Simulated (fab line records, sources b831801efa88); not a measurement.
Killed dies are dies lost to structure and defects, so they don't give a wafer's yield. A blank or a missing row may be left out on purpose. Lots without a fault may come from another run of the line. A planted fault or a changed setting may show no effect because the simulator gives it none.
Chamber matching | flow sky130 | SKY_CONTACT_CMP_27 on cmp-02: 4 sister chambers
The step polishes, stops on SiO2, t overpolish 15 s, target thk 0 nm. 18 wafers are shown with their chamber, then 9 later ones without.

WAFERS WITH THEIR CHAMBER
wafer  | chamber | motor_current_A (A) | time_to_endpoint_s (s) | overpolish_run_s (s)
L491.2 | 0       | 9.9                 | 82                     | 14.999
L491.5 | 1       | 11.2                | 82                     | 14.990
L491.6 | 0       | 10.1                | 85                     | 14.996
L493.2 | 1       | 11.5                | 76                     | 14.992
L493.3 | 2       | 10.5                | 72                     | 14.998
L493.6 | 2       | 11.2                | 77                     | 14.997
L496.2 | 0       | 9.8                 | 86                     | 15.013
L496.3 | 3       | 12.1                | 82                     | 15.000
L496.4 | 2       | 10.7                | 76                     | 15.000
L497.2 | 2       | 11.3                | 77                     | 14.989
L497.4 | 0       | 10.6                | 82                     | 15.006
L497.6 | 2       | 10.6                | 75                     | 15.023
L498.3 | 1       | 12.4                | 78                     | 15.007
L498.4 | 3       | 11.6                | 84                     | 14.994
L498.5 | 0       | 9.9                 | 82                     | 14.987
L509.1 | 1       | 12.6                | 81                     | 15.003
L509.5 | 0       | 9.8                 | 81                     | 14.996
L509.6 | 1       | 12.2                | 79                     | 14.992

SIGNATURES (means of the wafers above)
reading            | chamber 0 | chamber 1 | chamber 2 | chamber 3 | scatter within a chamber
motor_current_A    | 10.017    | 11.980    | 10.860    | 11.850    | 0.429
time_to_endpoint_s | 83.00     | 79.20     | 75.40     | 83.00     | 2.1
overpolish_run_s   | 14.99950  | 14.99680  | 15.00140  | 14.99700  | 0.00968
Rule: a wafer's distance from a chamber is the root of the sum, over the readings, of the square of ((its reading less the chamber's mean) divided by the reading's scatter). The wafer belongs to the nearest chamber; if the next one is less than 2 further off, it can't be placed. The scatter: the root of (the sum of the squares of (reading less its chamber's mean) over the shown wafers, divided by (wafers less chambers)).

WAFERS WITHOUT THEIR CHAMBER
wafer  | motor_current_A (A) | time_to_endpoint_s (s) | overpolish_run_s (s)
L510.3 | 11.4                | 77                     | 14.997
L510.4 | 11.1                | 75                     | 14.981
L510.6 | 11.3                | 78                     | 15.004
L511.3 | 10.3                | 81                     | 14.990
L511.4 | 12.0                | 79                     | 14.989
L511.6 | 12.0                | 80                     | 14.981
L512.2 | 11.3                | 75                     | 15.016
L512.3 | 11.6                | 76                     | 14.995
L512.5 | 11.6                | 76                     | 14.995

WHICH CHAMBER EACH WENT THROUGH
wafer  | from the rows above          | in truth
L510.3 | can't be placed: 2 or 1 or 3 | 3
L510.4 | can't be placed: 2 or 1      | 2
L510.6 | can't be placed: 2 or 1 or 3 | 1
L511.3 | can't be placed: 0 or 2      | 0
L511.4 | can't be placed: 1 or 3      | 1
L511.6 | can't be placed: 1 or 3      | 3
L512.2 | can't be placed: 2 or 1      | 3
L512.3 | can't be placed: 1 or 2 or 3 | 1
L512.5 | can't be placed: 1 or 2 or 3 | 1
Placed correctly: 0 of 9. Can't be placed from these rows: 9 (the true chamber is among the candidates in 8). Placed wrongly: 0.
